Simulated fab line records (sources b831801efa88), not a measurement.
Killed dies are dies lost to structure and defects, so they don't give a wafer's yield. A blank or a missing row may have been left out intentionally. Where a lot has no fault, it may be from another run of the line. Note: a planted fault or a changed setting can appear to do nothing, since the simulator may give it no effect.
Which of the tools did it? | flow sky130 | Sampling: 11 lots, 33 wafers, 3 of 708 route steps

== WHAT THE GAUGES SHOWED, per wafer ==
SKY_VIA1_RS_MEAS_22: measurement is done with a four-point probe.
lot  | measured     | on            | VIA1_W_RS (ohm/sq)
L762 | day 34 03:20 | film_metro-04 | 0.425 0.428 0.427
L763 | day 34 13:39 | film_metro-01 | 0.425 0.424 0.429
L764 | day 35 06:26 | film_metro-03 | 0.438 0.436 0.440
L765 | day 35 11:40 | film_metro-03 | 0.435 0.434 0.440
L766 | day 35 19:29 | film_metro-01 | 0.432 0.428 0.430
L767 | day 36 05:18 | film_metro-03 | 0.423 0.423 0.422
L768 | day 36 11:34 | film_metro-03 | 0.431 0.432 0.433
L777 | day 38 20:08 | film_metro-01 | 0.552 0.546 0.556
L778 | day 39 11:01 | film_metro-03 | 0.424 0.551 0.559
L782 | day 40 09:32 | film_metro-04 | 0.433 0.434 0.433
L783 | day 40 17:08 | film_metro-01 | 0.435 0.427 0.438

== TOOL THAT RAN EACH LOT (tool first, then ch and the chambers of the sampled wafers, then the start) ==
lot  | SKY_METAL1_SPUTTER_03        | SKY_VIA1_CVD_21
L762 | pvd_sputter-02, day 31 18:58 | cvd_w-02 ch 0,1, day 34 03:13
L763 | pvd_sputter-02, day 32 06:32 | cvd_w-02 ch 0,1, day 34 13:33
L764 | pvd_sputter-02, day 32 22:46 | cvd_w-01 ch 0, day 35 06:19
L765 | pvd_sputter-04, day 33 04:45 | cvd_w-01 ch 0,1, day 35 11:34
L766 | pvd_sputter-02, day 33 11:41 | cvd_w-01 ch 0,1, day 35 19:22
L767 | pvd_sputter-01, day 33 23:10 | cvd_w-02 ch 0,1, day 36 05:12
L768 | pvd_sputter-01, day 34 04:25 | cvd_w-01 ch 0,1, day 36 11:28
L777 | pvd_sputter-04, day 36 13:34 | cvd_w-01 ch 1, day 38 20:01
L778 | pvd_sputter-04, day 37 05:40 | cvd_w-01 ch 0,1, day 39 10:55
L782 | pvd_sputter-04, day 38 06:17 | cvd_w-02 ch 0,1, day 40 09:26
L783 | pvd_sputter-02, day 38 15:07 | cvd_w-02 ch 0,1, day 40 17:02
- SKY_METAL1_SPUTTER_03: material Ti, target thk 5 nm, time 3.3 s.
- SKY_VIA1_CVD_21: deposits W, target thk 270 nm, time 80.902 s.

== THE ANSWER, worked out from the rows above alone ==
Rule: usual is defined by the lots themselves. Put in order of their means at a reading, lots are off if they are a third of the lots or fewer, leave a main group of 4 or more, and stand apart from it by a gap of 3 or more times the standard deviation of the main group's means; of several such gaps the widest counts. The tables above print the reading to a certain number of digits; a main group whose means all agree to those digits is not used. A lot without any number at a reading at which 4 lots or more have one is off too. All remaining lots with rows at the step are treated as sound.
Off: at SKY_VIA1_RS_MEAS_22 (VIA1_W_RS), L777, L778. The main group has a mean of 0.431 ohm/sq with a standard deviation of 0.0048.
If a tool, at a process step before that reading, ran all the lots that are off and no sound lot after the first of them, it fits. Those tools and the gauges at SKY_VIA1_RS_MEAS_22 are tried in the same way. One candidate fits, namely cvd_w-01 at SKY_VIA1_CVD_21. A fault onset in the window from L768 (day 36 11:28, its last sound lot) to L777 (day 38 20:01, its first lot off) fits.

== WHAT THE SIMULATOR PUT IN ==
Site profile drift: cvd_w-01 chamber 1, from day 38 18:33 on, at SKY_VIA1_CVD_21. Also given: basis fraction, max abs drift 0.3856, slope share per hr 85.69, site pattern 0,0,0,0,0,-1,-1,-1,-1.
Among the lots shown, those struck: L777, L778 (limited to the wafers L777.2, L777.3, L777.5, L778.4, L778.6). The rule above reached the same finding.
